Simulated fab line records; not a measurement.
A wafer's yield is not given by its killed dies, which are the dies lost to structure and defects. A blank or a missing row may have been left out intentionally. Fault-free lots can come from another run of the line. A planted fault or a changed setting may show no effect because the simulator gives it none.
Struck lot and sound lot, side by side || flow sky130 || 15 out of 708 route steps
Sound: these wafers, L213.4, L213.5, L213.6. Struck: wafer L230.1. Last of all comes the cause.
At each step with rows: each side's tool, then ch and its chambers, then its first start. Under that, the readings that differ: sound wafers || struck wafers || difference of the means || sigmas: that difference in standard deviations of wafers without a fault.
alike: same words and numbers on both sides, and readings whose means sit less than 2 such deviations apart. not compared: any withheld reading, any reading some wafer has no value for, any bound like >300 that may hide the same value, and any number with overlapping values for which the record gives no deviation.
Wherever a step has rows on one side only, a row that says differs or no value, or a row with sigmas, the two part there. When numbers do not overlap yet have no deviation, they are printed without sigmas and do not part them. A reading that every wafer of one side lacks parts them only if that side has two wafers or more.

first, 3 steps without rows for these wafers: SKY_CONTACT_HMDS_07 (prime time 60 s); SKY_CONTACT_COAT_08 (resist thk 60 nm); SKY_CONTACT_COAT_09 (resist thk 450 nm).
SKY_CONTACT_SOFTBAKE_10: time 91.72 s.
  sound: litho-track-01 ch 0; struck: litho-track-04 ch 0
  alike: plate-sensor-t-centre-C, plate-sensor-t-edge-C
then, 3 steps without rows for these wafers: SKY_CONTACT_EXPOSE_11 (exposes mask CTM1, target cd 170 nm); SKY_CONTACT_PEB_12; SKY_CONTACT_DEVELOP_13 (develop time 60 s).
SKY_CONTACT_CD_MEAS_14: the cd target is 170 nm.
  sound: cd-sem-01 at day 32 14:14; struck: cd-sem-02 at day 37 22:13
  alike: cd-nm
SKY_CONTACT_OVL_MEAS_15:
  sound: overlay-02 at day 32 14:19; struck: overlay-01 at day 37 22:20
  alike: CONTACT_OVL
SKY_CONTACT_ETCH_16: etches BARC in N2/H2, stops on SiO2, time 45.9 s, target depth 60 nm.
  sound on rie-diel-04 ch 0,1,2, day 32 14:21; struck on rie-diel-03 ch 0, day 37 22:23
{"reading": "rf-hours-counter-h (h)", "sound": "- - -", "struck": 4, "difference": "no value on the sound wafers", "sigmas": ""}
  alike: drypump-motor-current-A, oes-product-au, throttle-valve-pct
SKY_CONTACT_ETCH_17: etches SiO2 in C4F8/O2/Ar, stops on Si3N4, target depth 340 nm.
  sound on rie-diel-04 ch 0,1,2, day 32 14:24; struck on rie-diel-03 ch 0, day 37 22:25
  alike: oes-product-au
SKY_CONTACT_ETCH_18: etches Si3N4 in CHF3/O2, stops on TiN, time 39 s, target depth 75 nm.
  sound: rie-diel-04 ch 0,1,2; struck: rie-diel-03 ch 0
{"reading": "rf-hours-counter-h (h)", "sound": "- - -", "struck": 4, "difference": "no value on the sound wafers", "sigmas": ""}
{"reading": "throttle-valve-pct (%)", "sound": "8.782 8.786 8.791", "struck": 8.811, "difference": "+0.025", "sigmas": "+3"}
  alike: drypump-motor-current-A, oes-product-au
SKY_CONTACT_STRIP_19: strips in O2/N2.
  sound on plasma-asher-03 ch 0,1, day 32 14:30; struck on plasma-asher-04 ch 1, day 37 22:31
{"reading": "rf-hours-counter-h (h)", "sound": "- - -", "struck": 18, "difference": "no value on the sound wafers", "sigmas": ""}
{"reading": "strip-time-to-endpoint-s (s)", "sound": "3.67 3.61 3.65", "struck": 3.44, "difference": -0.20, "sigmas": -6}
  alike: drypump-motor-current-A, o2-flow-sccm, oes-product-au
then, 1 step without rows for these wafers: SKY_CONTACT_STRIP_20 (strips in post etch residue remover, time 1200 s).
SKY_PAD_OPEN_PROBE_99:
  rows exist in the record for the sound wafers here (prober-01, day 46 15:44), none for the struck ones

== WHERE THEY PART ==
At SKY_CONTACT_ETCH_16 first; at SKY_PAD_OPEN_PROBE_99 last (within this record only).

WHY: whatever the simulator had introduced
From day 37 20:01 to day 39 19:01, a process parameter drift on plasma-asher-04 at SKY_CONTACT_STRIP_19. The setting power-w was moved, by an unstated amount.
